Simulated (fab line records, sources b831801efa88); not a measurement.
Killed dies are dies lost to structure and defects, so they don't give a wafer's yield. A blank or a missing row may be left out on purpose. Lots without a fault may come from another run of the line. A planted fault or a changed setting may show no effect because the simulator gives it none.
A struck lot beside a sound one | flow sky130 | 16 steps out of a route of 708
Sound: wafers L423.1, L423.4, L423.5. Struck: wafers L429.1, L429.2, L429.5. The cause comes at the end.
At each step with rows: each side's tool, then ch and its chambers, then its first start. Under that, the readings that differ: sound wafers | struck wafers | difference of the means | sigmas: that difference in standard deviations of wafers without a fault.
alike: readings whose means differ by less than 2 such deviations, and words and numbers that are the same on both sides. not compared: withheld readings, readings that some wafer has no value for, bounds like >300 that may hide the same value, and numbers for which the record gives no deviation and whose values overlap.
The two part at a step that has a row with sigmas, a row that says differs or no value, or rows on one side only. Numbers that don't overlap but have no deviation are shown without sigmas and don't part them. A reading that every wafer of one side lacks parts them only if that side has two wafers or more.

SKY_SD_N_OVL_MEAS_08:
  sound on overlay-02, day 31 11:07; struck on overlay-02, day 33 15:21
  alike: SD_N_OVL
then, 2 steps without rows for these wafers: SKY_SD_N_IMPLANT_09; SKY_SD_N_IMPLANT_10.
SKY_SD_N_STRIP_11: strips in O2/N2.
  sound on plasma_asher-04 ch 0,1, day 31 11:26; struck on plasma_asher-01 ch 0,1, day 33 15:41
  alike: drypump_motor_current_A, oes_product_au, strip_time_to_endpoint_s
  not compared: rf_hours_counter_h
SKY_SD_N_TW_MEAS_12:
  sound on film_metro-02, day 31 11:32; struck on film_metro-02, day 33 15:47
  alike: SD_N_TW
then, 1 step without rows for these wafers: SKY_SD_N_CLEAN_13 (cleans in SC1/SC2, time 150 s).
SKY_SD_N_RTA_14: time 2 s.
  sound on rtp_anneal-01 ch 0, day 31 11:40; struck on rtp_anneal-01 ch 0, day 33 15:54
  alike: lamp_power_pct, wafer_temp_C_max
SKY_SD_N_RS_MEAS_16: measures by four-point-probe.
  sound on film_metro-04, day 31 11:50; struck on film_metro-04, day 33 16:05
  alike: SD_N_RS
SKY_SD_N_RS_MEAS_17: measures by four-point-probe.
  sound on film_metro-04, day 31 11:57; struck on film_metro-04, day 33 16:12
  alike: SD_P_RS
SKY_SD_N_RS_MEAS_18: measures by four-point-probe.
  sound on film_metro-04, day 31 12:04; struck on film_metro-04, day 33 16:19
  alike: RES_XHIGH_RS
then, 1 step without rows for these wafers: SKY_SALICIDE_CLEAN_00 (cleans in HF-last, time 30 s).
SKY_LI_CONTACT_HDPCVD_00: deposits PSG, target thk 930 nm, time 155 s.
  sound on hdpcvd-02 ch 0,1,2, day 31 12:13; struck on hdpcvd-02 ch 0,1,2, day 33 16:27
  reading                                       | sound             | struck            | difference | sigmas
  sih4_flow_sccm (sccm)                         | 60.03 59.70 60.01 | 48.12 48.02 47.52 | -12.03     | -63
  model.PSG_of_LI_CONTACT_HDPCVD_00.thk_nm (nm) | 927.1 930.7 933.7 | 734.6 742.9 746.3 | -189.2     |
SKY_LI_CONTACT_THK_MEAS_01:
  sound on film_metro-03, day 31 12:19; struck on film_metro-02, day 33 16:34
  reading                    | sound       | struck      | difference | sigmas
  LI_CONTACT_HDPCVD_THK (nm) | 926 931 934 | 735 743 746 | -189       | -23
SKY_LI_CONTACT_CMP_02: polishes PSG.
  sound on cmp-02 ch 0,1,3, day 31 12:28; struck on cmp-02 ch 1,2,3, day 33 16:37
  reading                | sound          | struck         | difference | sigmas
  time_to_endpoint_s (s) | 35.8 31.9 32.9 | 13.6 12.5 12.6 | -20.6      | -8
  alike: motor_current_A
SKY_LI_CONTACT_BOW_MEAS_03:
  sound on film_metro-02, day 31 12:40; struck on film_metro-02, day 33 16:55
  alike: LI_CONTACT_BOW
-- the record jumps here: 16 days lie between the struck wafers' starts before and after (it left off in module LI_CONTACT and takes up again in module PAD_OPEN, whose first step shown is number 708 of the route) --
SKY_PAD_OPEN_PROBE_99:
  the record has rows for the struck wafers here (prober-02, day 49 23:29) and none for the sound ones

WHERE THEY PART
First at SKY_LI_CONTACT_HDPCVD_00; last, within this record, at SKY_PAD_OPEN_PROBE_99.

WHY: what the simulator had put in
Process parameter drift: hdpcvd-02, from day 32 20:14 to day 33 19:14, at SKY_LI_CONTACT_HDPCVD_00. Setting sih4_flow_sccm, moved by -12, from 60. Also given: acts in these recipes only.
